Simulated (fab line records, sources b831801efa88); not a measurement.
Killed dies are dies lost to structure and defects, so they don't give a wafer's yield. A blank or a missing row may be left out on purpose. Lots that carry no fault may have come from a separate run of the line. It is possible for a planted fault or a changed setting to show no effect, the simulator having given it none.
Which tool is to blame? | flow gf180mcu | Sampling: 13 lots, 39 wafers, 5 of 602 route steps

WHAT THE GAUGES SHOWED, per wafer
GF_V3_RS_MEAS_24: the measuring method here is four-point-probe. Usual: V3_W_RS 0.3265 ohm/sq, standard deviation 0.0029.
lot  | measured     | on            | V3_W_RS (ohm/sq)     | flag
L283 | day 22 20:04 | film metro-04 | 0.3272 0.3246 0.3285 |
L286 | day 23 20:41 | film metro-02 | 0.3313 0.3297 0.3286 |
L288 | day 24 12:20 | film metro-04 | 0.3273 0.3276 0.3290 |
L289 | day 25 00:22 | film metro-03 | 0.3206 0.3217 0.3256 |
L290 | day 25 08:43 | film metro-02 | 0.3291 0.3260 0.3278 |
L296 | day 27 02:26 | film metro-04 | 0.3250 0.3256 0.3226 |
L297 | day 27 14:46 | film metro-02 | 0.3278 0.3228 0.3283 |
L299 | day 28 00:55 | film metro-02 | 0.3253 0.3264 0.3261 |
L300 | day 28 10:52 | film metro-04 | 0.3233 0.3264 0.3268 |
L302 | day 28 19:46 | film metro-04 | 0.3314 0.3258 0.3255 |
L303 | day 29 06:25 | film metro-03 | 0.3277 0.3289 0.3308 |
L304 | day 29 12:44 | film metro-02 | 0.3290 0.3265 0.3272 |
L305 | day 29 19:49 | film metro-03 | 0.3215 0.3191 0.3226 |

GF_V4_THK_MEAS_01. Usual: V4_CVD_00_THK 599 nm, standard deviation 5.4.
lot  | measured     | on            | V4_CVD_00_THK (nm) | flag
L283 | day 23 20:31 | film metro-02 | 594 597 603        |
L286 | day 24 20:03 | film metro-03 | 608 609 603        |
L288 | day 25 11:22 | film metro-02 | 595 599 599        |
L289 | day 25 23:02 | film metro-02 | 604 603 606        |
L290 | day 26 06:46 | film metro-01 | 599 588 594        |
L296 | day 28 00:19 | film metro-02 | 593 587 599        |
L297 | day 28 11:24 | film metro-03 | 599 607 602        |
L299 | day 28 21:54 | film metro-02 | 607 601 600        |
L300 | day 29 07:46 | film metro-02 | 598 591 594        |
L302 | day 29 16:39 | film metro-02 | 598 590 594        |
L303 | day 30 02:36 | film metro-03 | 606 596 604        |
L304 | day 30 08:16 | film metro-03 | 596 598 595        |
L305 | day 30 15:43 | film metro-01 | 597 594 598        |

GF_MIM_THK_MEAS_06. Usual: MIM_CVD_05_THK 42.0 nm, standard deviation 0.41.
lot  | measured     | on            | MIM_CVD_05_THK (nm) | flag
L283 | day 24 20:44 | film metro-01 | 41.3 41.8 42.6      |
L286 | day 25 19:21 | film metro-01 | 56.0 57.0 57.3      | OFF
L288 | day 26 10:42 | film metro-01 | 56.8 56.3 57.3      | OFF
L289 | day 26 21:58 | film metro-03 | 41.9 42.5 42.6      |
L290 | day 27 05:19 | film metro-01 | 56.5 57.0 56.9      | OFF
L296 | day 28 21:40 | film metro-01 | 41.5 41.4 42.8      |
L297 | day 29 08:59 | film metro-04 | 41.6 42.5 42.1      |
L299 | day 29 18:49 | film metro-04 | 42.1 42.4 42.6      |
L300 | day 30 04:59 | film metro-04 | 41.2 41.2 42.0      |
L302 | day 30 13:53 | film metro-03 | 41.6 42.1 41.9      |
L303 | day 30 22:48 | film metro-04 | 41.6 41.9 42.7      |
L304 | day 31 04:17 | film metro-04 | 41.8 41.4 42.4      |
L305 | day 31 12:08 | film metro-03 | 42.2 42.0 42.6      |

WHICH TOOL RAN EACH LOT (tool, then ch and the chambers of the sampled wafers, then the start)
lot  | GF_V3_ETCH_16                      | GF_MIM_CVD_05
L283 | rie diel-02 ch 1,2,3, day 22 18:51 | pecvd-02 ch 1,2, day 24 20:43
L286 | rie diel-04 ch 0,1,2, day 23 19:42 | pecvd-02 ch 1,2, day 25 19:19
L288 | rie diel-03 ch 0,1,2, day 24 11:27 | pecvd-02 ch 0,1,2, day 26 10:40
L289 | rie diel-03 ch 0,3, day 24 23:27   | pecvd-03 ch 0,1, day 26 21:55
L290 | rie diel-02 ch 0,1, day 25 07:50   | pecvd-02 ch 1, day 27 05:16
L296 | rie diel-02 ch 0,3, day 27 01:32   | pecvd-01 ch 0,1,2, day 28 21:37
L297 | rie diel-03 ch 2,3, day 27 13:53   | pecvd-01 ch 0,2, day 29 08:57
L299 | rie diel-04 ch 0,2, day 28 00:02   | pecvd-03 ch 0,1, day 29 18:47
L300 | rie diel-03 ch 1,2,3, day 28 09:59 | pecvd-03 ch 0,2, day 30 04:58
L302 | rie diel-02 ch 1,3, day 28 18:53   | pecvd-03 ch 0,1,2, day 30 13:51
L303 | rie diel-03 ch 0,1,2, day 29 05:32 | pecvd-03 ch 0,1,2, day 30 22:46
L304 | rie diel-03 ch 1,2, day 29 11:50   | pecvd-02 ch 0,1, day 31 04:15
L305 | rie diel-02 ch 1,2,3, day 29 18:56 | pecvd-03 ch 1,2, day 31 12:07
- GF_V3_ETCH_16: etches BARC in N2/H2.
- GF_MIM_CVD_05: deposits Si3N4, target thk 42 nm, time 29.086 s.

AS READ BY THE TOOLS THEMSELVES (means over the sampled wafers that have a number; for cases with no such wafer, the mark the record gives instead)
GF_V3_ETCH_16. Usual: bias w 100.0 W, standard deviation 0.3; drypump motor current A 5.5 A, standard deviation 0.41; oes product au 0.855 a.u., standard deviation 0.0044; throttle valve pct 13.225 %, standard deviation 0.01.
lot  | tool        | bias w (W) | drypump motor current A (A) | oes product au (a.u.) | throttle valve pct (%) | flag
L283 | rie diel-02 | 100.0      | 5.4                         | 0.852                 | 13.224                 |
L286 | rie diel-04 | 99.9       | 5.5                         | 0.852                 | 13.228                 |
L288 | rie diel-03 | 100.1      | 5.4                         | 0.856                 | 13.226                 |
L289 | rie diel-03 | 100.0      | 5.8                         | 0.854                 | 13.226                 |
L290 | rie diel-02 | 100.0      | 5.3                         | 0.855                 | 13.232                 |
L296 | rie diel-02 | 100.2      | 5.4                         | 0.852                 | 13.233                 |
L297 | rie diel-03 | 99.6       | 5.6                         | 0.860                 | 13.226                 |
L299 | rie diel-04 | 99.7       | 5.4                         | 0.854                 | 13.218                 |
L300 | rie diel-03 | 100.2      | 5.6                         | 0.855                 | 13.221                 |
L302 | rie diel-02 | 99.8       | 5.0                         | 0.850                 | 13.221                 |
L303 | rie diel-03 | 100.2      | 5.4                         | 0.856                 | 13.221                 |
L304 | rie diel-03 | 99.8       | 5.3                         | 0.851                 | 13.226                 |
L305 | rie diel-02 | 100.0      | 5.4                         | 0.850                 | 13.216                 |

GF_MIM_CVD_05. Usual: heater power w 618 W, standard deviation 84; temp max c 400.01 C, standard deviation 0.22.
lot  | tool     | heater power w (W) | temp max c (C) | flag
L283 | pecvd-02 | 684                | 399.94         |
L286 | pecvd-02 | 778                | 400.00         |
L288 | pecvd-02 | 652                | 399.99         |
L289 | pecvd-03 | 546                | 399.97         |
L290 | pecvd-02 | 813                | 400.07         |
L296 | pecvd-01 | 653                | 399.98         |
L297 | pecvd-01 | 650                | 399.95         |
L299 | pecvd-03 | 561                | 399.58         |
L300 | pecvd-03 | 566                | 399.94         |
L302 | pecvd-03 | 556                | 400.11         |
L303 | pecvd-03 | 592                | 400.05         |
L304 | pecvd-02 | 652                | 399.91         |
L305 | pecvd-03 | 678                | 400.22         |

THE ANSWER, worked out from the rows above alone
Rule: a lot is off if the mean of its wafers that have a number lies more than 3 standard deviations from the usual mean. A lot without any number at a reading at which 4 lots or more have one is off too. Where the step has rows for the other lots, those lots are counted as sound. First the gauges in route order, then the tools' own readings, where a lot's mean is used as printed above. At the first step where some lot is off, the reading lying furthest off is the one used; lots without a number count as furthest.
Off: L286, L288, L290, at GF_MIM_THK_MEAS_06 (MIM_CVD_05_THK).
A tool fits if, at a process step before that reading, it ran every lot that is off, and no sound lot after the first of them. Gauges at GF_MIM_THK_MEAS_06: tried the same way as those tools. Not one of the candidates tried fits.

WHAT THE SIMULATOR HAD INSERTED
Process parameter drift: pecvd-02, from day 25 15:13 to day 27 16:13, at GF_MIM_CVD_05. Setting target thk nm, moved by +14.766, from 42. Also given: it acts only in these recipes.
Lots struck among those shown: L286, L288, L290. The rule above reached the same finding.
